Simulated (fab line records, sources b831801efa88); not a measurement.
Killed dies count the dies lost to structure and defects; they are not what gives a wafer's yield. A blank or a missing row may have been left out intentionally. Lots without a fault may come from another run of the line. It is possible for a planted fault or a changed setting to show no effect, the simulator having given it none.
Split-lot trial :: flow sky130 :: 5 lots, 23 wafers read, on a route of 708 steps

== ABOUT THE SPLIT ==
At SKY_SD_P_IMPLANT_09, the setting dose_cm2 was moved away from the recipe's 3e+15 on 10 of the 23 wafers read, by -6.1% to +5.9%. This setting was run at the recipe's value on the other wafers.

== FROM THE SPLIT TO THE READING: what the file shows between them, 7 steps ==
- SKY_SD_P_STRIP_10: strips in O2/N2
- SKY_RES_XHIGH_COAT_02: resist thk 1140 nm (also split here: spin_rpm)
- SKY_RES_XHIGH_DEVELOP_06: develop time 60 s (also split here: develop_time_s)
- SKY_RES_XHIGH_IMPLANT_07
- SKY_RES_XHIGH_STRIP_08: strips in O2/N2
- SKY_SD_N_IMPLANT_10 (also split here: energy_kev)
- SKY_SD_N_STRIP_11: strips in O2/N2

== THE READING ==
Measured at SKY_SD_N_RS_MEAS_17 by four-point probe: SD_P_RS, in ohm/sq. On this fab line, fault-free wafers typically give 147.2 ohm/sq with a standard deviation of 0.47 ohm/sq.

wafer: L074.1
tool, chamber at the split: implanter-01, 0
dose_cm2 as run: 2.818e+15
against the recipe: -6.1%
SD_P_RS, ohm/sq: 148.2
against lot-mates on the recipe: +1.0

wafer: L074.2
tool, chamber at the split: implanter-01, 0
dose_cm2 as run: 3e+15
against the recipe: recipe
SD_P_RS, ohm/sq: 147.2
against lot-mates on the recipe: -

wafer: L074.4
tool, chamber at the split: implanter-01, 0
dose_cm2 as run: 2.818e+15
against the recipe: -6.1%
SD_P_RS, ohm/sq: 147.8
against lot-mates on the recipe: +0.6

wafer: L074.5
tool, chamber at the split: implanter-01, 0
dose_cm2 as run: 2.818e+15
against the recipe: -6.1%
SD_P_RS, ohm/sq: 148.6
against lot-mates on the recipe: +1.4

wafer: L074.6
tool, chamber at the split: implanter-01, 0
dose_cm2 as run: 3e+15
against the recipe: recipe
SD_P_RS, ohm/sq: 147.2
against lot-mates on the recipe: -

wafer: L078.1
tool, chamber at the split: implanter-03, 0
dose_cm2 as run: 3e+15
against the recipe: recipe
SD_P_RS, ohm/sq: 147.0
against lot-mates on the recipe: -

wafer: L078.2
tool, chamber at the split: implanter-03, 0
dose_cm2 as run: 3.167e+15
against the recipe: +5.6%
SD_P_RS, ohm/sq: 145.8
against lot-mates on the recipe: -1.1

wafer: L078.3
tool, chamber at the split: implanter-03, 0
dose_cm2 as run: 3.167e+15
against the recipe: +5.6%
SD_P_RS, ohm/sq: 146.3
against lot-mates on the recipe: -0.6

wafer: L078.5
tool, chamber at the split: implanter-03, 0
dose_cm2 as run: 3e+15
against the recipe: recipe
SD_P_RS, ohm/sq: 147.0
against lot-mates on the recipe: -

wafer: L078.6
tool, chamber at the split: implanter-03, 0
dose_cm2 as run: 3e+15
against the recipe: recipe
SD_P_RS, ohm/sq: 146.8
against lot-mates on the recipe: -

wafer: L079.1
tool, chamber at the split: implanter-03, 0
dose_cm2 as run: 3e+15
against the recipe: recipe
SD_P_RS, ohm/sq: 146.8
against lot-mates on the recipe: -

wafer: L079.4
tool, chamber at the split: implanter-03, 0
dose_cm2 as run: 3e+15
against the recipe: recipe
SD_P_RS, ohm/sq: 146.6
against lot-mates on the recipe: -

wafer: L079.5
tool, chamber at the split: implanter-03, 0
dose_cm2 as run: 3e+15
against the recipe: recipe
SD_P_RS, ohm/sq: 146.7
against lot-mates on the recipe: -

wafer: L080.1
tool, chamber at the split: implanter-04, 0
dose_cm2 as run: 3.177e+15
against the recipe: +5.9%
SD_P_RS, ohm/sq: 146.6
against lot-mates on the recipe: -1.1

wafer: L080.2
tool, chamber at the split: implanter-04, 0
dose_cm2 as run: 3e+15
against the recipe: recipe
SD_P_RS, ohm/sq: 147.6
against lot-mates on the recipe: -

wafer: L080.4
tool, chamber at the split: implanter-04, 0
dose_cm2 as run: 3.177e+15
against the recipe: +5.9%
SD_P_RS, ohm/sq: 147.1
against lot-mates on the recipe: -0.6

wafer: L080.5
tool, chamber at the split: implanter-04, 0
dose_cm2 as run: 3e+15
against the recipe: recipe
SD_P_RS, ohm/sq: 147.9
against lot-mates on the recipe: -

wafer: L080.6
tool, chamber at the split: implanter-04, 0
dose_cm2 as run: 3e+15
against the recipe: recipe
SD_P_RS, ohm/sq: 147.7
against lot-mates on the recipe: -

wafer: L082.2
tool, chamber at the split: implanter-01, 0
dose_cm2 as run: 2.828e+15
against the recipe: -5.7%
SD_P_RS, ohm/sq: 148.2
against lot-mates on the recipe: +1.2

wafer: L082.3
tool, chamber at the split: implanter-01, 0
dose_cm2 as run: 2.828e+15
against the recipe: -5.7%
SD_P_RS, ohm/sq: 148.4
against lot-mates on the recipe: +1.4

wafer: L082.4
tool, chamber at the split: implanter-01, 0
dose_cm2 as run: 3e+15
against the recipe: recipe
SD_P_RS, ohm/sq: 147.2
against lot-mates on the recipe: -

wafer: L082.5
tool, chamber at the split: implanter-01, 0
dose_cm2 as run: 2.828e+15
against the recipe: -5.7%
SD_P_RS, ohm/sq: 147.6
against lot-mates on the recipe: +0.6

wafer: L082.6
tool, chamber at the split: implanter-01, 0
dose_cm2 as run: 3e+15
against the recipe: recipe
SD_P_RS, ohm/sq: 146.8
against lot-mates on the recipe: -

THE FIT
A straight line over all 23 wafers: SD_P_RS changes by -0.147 ohm/sq for each +1% of dose_cm2; r = -0.81; the points scatter about the line by 0.42 ohm/sq.
The same after taking each lot's own level away (the mean of its wafers on the recipe; 23 wafers): -0.166 ohm/sq for each +1%; r = -0.94; scatter 0.23 ohm/sq.
That fit puts the effect of the largest move of dose_cm2 on the reading at 1 ohm/sq.
Across the lots, their own levels run from 146.70 to 147.73 ohm/sq, a range of 2.2 times the standard deviation given above.
Thus the slope moves with the lot-to-lot level: the two fits are different.
Check: +1.04 ohm/sq against its lot-mates is what the line predicts for one of the wafers moved furthest among these (-6.1%) when that wafer is left out of the fit. Against them it came out at +1 ohm/sq.

== OTHER SPLITS APPLIED TO THESE WAFERS ==
Note: prior to the reading, these wafers also went through further splits. Each is held against what the fit with the lots' levels taken away leaves over:
other split on the same wafers: SKY_LDD_HVN_COAT_02 resist_thk_nm
wafers away from the commonest value: 8
r with SD_P_RS (lot level and that fit taken away): +0.31

other split on the same wafers: SKY_LDD_HVN_IMPLANT_08 dose_cm2
wafers away from the commonest value: 11
r with SD_P_RS (lot level and that fit taken away): +0.10

other split on the same wafers: SKY_LDD_LDN_IMPLANT_10 energy_kev
wafers away from the commonest value: 10
r with SD_P_RS (lot level and that fit taken away): -0.02

other split on the same wafers: SKY_RES_XHIGH_COAT_02 spin_rpm
wafers away from the commonest value: 4
r with SD_P_RS (lot level and that fit taken away): +0.26

other split on the same wafers: SKY_RES_XHIGH_DEVELOP_06 develop_time_s
wafers away from the commonest value: 6
r with SD_P_RS (lot level and that fit taken away): +0.13

other split on the same wafers: SKY_SD_N_IMPLANT_10 energy_kev
wafers away from the commonest value: 10
r with SD_P_RS (lot level and that fit taken away): +0.00

== THE WHOLE CHAIN: every reading that the file lists as answering this split, in the file's order ==
step: SKY_SD_P_STRIP_10
what it does: strips in O2/N2
reading: strip_time_to_endpoint_s
change (the file's fit): withheld for each +1% of the setting
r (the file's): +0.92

step: SKY_SD_N_RS_MEAS_17
what it does: measures by four-point-probe
reading: SD_P_RS
change (the file's fit): -0.159 for each +1% of the setting
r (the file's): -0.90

== THE FILE'S OWN FIT ==
SD_P_RS changes by -0.159 ohm/sq for each +1% of dose_cm2, r = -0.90.
